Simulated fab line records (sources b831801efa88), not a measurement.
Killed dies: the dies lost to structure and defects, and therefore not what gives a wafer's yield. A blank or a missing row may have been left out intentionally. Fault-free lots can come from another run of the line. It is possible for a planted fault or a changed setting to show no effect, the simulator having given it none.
Split-lot study / flow sky130 / 23 wafers read from 5 lots, route of 708 steps

ABOUT THE SPLIT
At SKY_VIA4_SOFTBAKE_07 (time 60 s), the setting temp_c was moved away from the recipe's 90 C on 5 of the 23 wafers read, by +2.3% to +3.4%. The other wafers ran this setting at the recipe's value.

Reading taken at the split's own step.

THE READING
NOVOLAK_of_VIA4_COAT_06.thk_nm (the simulator's own value, which no gauge read), in nm, at SKY_VIA4_SOFTBAKE_07 (time 60 s). There is no usual value for it anywhere in the file. The 18 wafers here that ran the recipe average 1140 nm, standard deviation 2 nm.

wafer=L077.2; tool, chamber at the split=litho_track-03, 0; temp_c as run, C=90; against the recipe=recipe; NOVOLAK_of_VIA4_COAT_06.thk_nm, nm=1140; against lot-mates on the recipe=-
wafer=L077.3; tool, chamber at the split=litho_track-03, 0; temp_c as run, C=90; against the recipe=recipe; NOVOLAK_of_VIA4_COAT_06.thk_nm, nm=1140; against lot-mates on the recipe=-
wafer=L077.5; tool, chamber at the split=litho_track-03, 0; temp_c as run, C=90; against the recipe=recipe; NOVOLAK_of_VIA4_COAT_06.thk_nm, nm=1143; against lot-mates on the recipe=-
wafer=L080.1; tool, chamber at the split=litho_track-03, 0; temp_c as run, C=90; against the recipe=recipe; NOVOLAK_of_VIA4_COAT_06.thk_nm, nm=1141; against lot-mates on the recipe=-
wafer=L080.2; tool, chamber at the split=litho_track-03, 0; temp_c as run, C=90; against the recipe=recipe; NOVOLAK_of_VIA4_COAT_06.thk_nm, nm=1142; against lot-mates on the recipe=-
wafer=L080.3; tool, chamber at the split=litho_track-03, 0; temp_c as run, C=90; against the recipe=recipe; NOVOLAK_of_VIA4_COAT_06.thk_nm, nm=1140; against lot-mates on the recipe=-
wafer=L080.5; tool, chamber at the split=litho_track-03, 0; temp_c as run, C=90; against the recipe=recipe; NOVOLAK_of_VIA4_COAT_06.thk_nm, nm=1140; against lot-mates on the recipe=-
wafer=L080.6; tool, chamber at the split=litho_track-03, 0; temp_c as run, C=90; against the recipe=recipe; NOVOLAK_of_VIA4_COAT_06.thk_nm, nm=1143; against lot-mates on the recipe=-
wafer=L082.2; tool, chamber at the split=litho_track-04, 0; temp_c as run, C=92.07; against the recipe=+2.3%; NOVOLAK_of_VIA4_COAT_06.thk_nm, nm=1129; against lot-mates on the recipe=-8
wafer=L082.3; tool, chamber at the split=litho_track-04, 0; temp_c as run, C=92.07; against the recipe=+2.3%; NOVOLAK_of_VIA4_COAT_06.thk_nm, nm=1129; against lot-mates on the recipe=-8
wafer=L082.4; tool, chamber at the split=litho_track-04, 0; temp_c as run, C=90; against the recipe=recipe; NOVOLAK_of_VIA4_COAT_06.thk_nm, nm=1136; against lot-mates on the recipe=-
wafer=L082.5; tool, chamber at the split=litho_track-04, 0; temp_c as run, C=90; against the recipe=recipe; NOVOLAK_of_VIA4_COAT_06.thk_nm, nm=1137; against lot-mates on the recipe=-
wafer=L082.6; tool, chamber at the split=litho_track-04, 0; temp_c as run, C=92.07; against the recipe=+2.3%; NOVOLAK_of_VIA4_COAT_06.thk_nm, nm=1132; against lot-mates on the recipe=-4
wafer=L081.1; tool, chamber at the split=litho_track-03, 0; temp_c as run, C=93.06; against the recipe=+3.4%; NOVOLAK_of_VIA4_COAT_06.thk_nm, nm=1127; against lot-mates on the recipe=-12
wafer=L081.2; tool, chamber at the split=litho_track-03, 0; temp_c as run, C=90; against the recipe=recipe; NOVOLAK_of_VIA4_COAT_06.thk_nm, nm=1138; against lot-mates on the recipe=-
wafer=L081.3; tool, chamber at the split=litho_track-03, 0; temp_c as run, C=90; against the recipe=recipe; NOVOLAK_of_VIA4_COAT_06.thk_nm, nm=1141; against lot-mates on the recipe=-
wafer=L081.4; tool, chamber at the split=litho_track-03, 0; temp_c as run, C=93.06; against the recipe=+3.4%; NOVOLAK_of_VIA4_COAT_06.thk_nm, nm=1129; against lot-mates on the recipe=-10
wafer=L081.5; tool, chamber at the split=litho_track-03, 0; temp_c as run, C=90; against the recipe=recipe; NOVOLAK_of_VIA4_COAT_06.thk_nm, nm=1137; against lot-mates on the recipe=-
wafer=L084.1; tool, chamber at the split=litho_track-03, 0; temp_c as run, C=90; against the recipe=recipe; NOVOLAK_of_VIA4_COAT_06.thk_nm, nm=1141; against lot-mates on the recipe=-
wafer=L084.6; tool, chamber at the split=litho_track-03, 0; temp_c as run, C=90; against the recipe=recipe; NOVOLAK_of_VIA4_COAT_06.thk_nm, nm=1141; against lot-mates on the recipe=-
wafer=L084.2; tool, chamber at the split=litho_track-03, 0; temp_c as run, C=90; against the recipe=recipe; NOVOLAK_of_VIA4_COAT_06.thk_nm, nm=1140; against lot-mates on the recipe=-
wafer=L084.4; tool, chamber at the split=litho_track-03, 0; temp_c as run, C=90; against the recipe=recipe; NOVOLAK_of_VIA4_COAT_06.thk_nm, nm=1139; against lot-mates on the recipe=-
wafer=L084.5; tool, chamber at the split=litho_track-03, 0; temp_c as run, C=90; against the recipe=recipe; NOVOLAK_of_VIA4_COAT_06.thk_nm, nm=1142; against lot-mates on the recipe=-

THE FIT
A straight line over all 23 wafers: NOVOLAK_of_VIA4_COAT_06.thk_nm changes by -3.86 nm for each +1% of temp_c; r = -0.92; the points scatter about the line by 2 nm.
The same after taking each lot's own level away (the mean of its wafers on the recipe; 23 wafers): -3.02 nm for each +1%; r = -0.94; scatter 1.3 nm.
That fit puts the effect of the largest move of temp_c on the reading at 10 nm.
The lots' own levels span 1136.5 to 1141.2 nm, that is 2.4 times the standard deviation above.
In other words, the slope is changed by the lot-to-lot level; the two fits disagree.
Check: for one of the wafers moved furthest among these (+3.4%), held out of the fit, the line's prediction against its lot-mates is -9.63 nm. Against them it came out at -11.7 nm.

FURTHER SPLITS ON THESE WAFERS
These wafers also went through other splits before the reading. Each is held against what the fit with the lots' levels taken away leaves over:
other split on the same wafers=SKY_CAP2M_SOFTBAKE_08 temp_c; wafers away from the commonest value=9; r with NOVOLAK_of_VIA4_COAT_06.thk_nm (lot level and that fit taken away)=-0.35
other split on the same wafers=SKY_CAP2M_METAL_ETCH_13 time_s; wafers away from the commonest value=5; r with NOVOLAK_of_VIA4_COAT_06.thk_nm (lot level and that fit taken away)=-0.20
other split on the same wafers=SKY_METAL4_DEVELOP_12 dev_temp_c; wafers away from the commonest value=10; r with NOVOLAK_of_VIA4_COAT_06.thk_nm (lot level and that fit taken away)=-0.37
other split on the same wafers=SKY_VIA4_CMP_02 leave_above_ref_nm; wafers away from the commonest value=6; r with NOVOLAK_of_VIA4_COAT_06.thk_nm (lot level and that fit taken away)=+0.08

FILE'S OWN FIT
NOVOLAK_of_VIA4_COAT_06.thk_nm changes by -3.04 nm for each +1% of temp_c, r = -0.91.
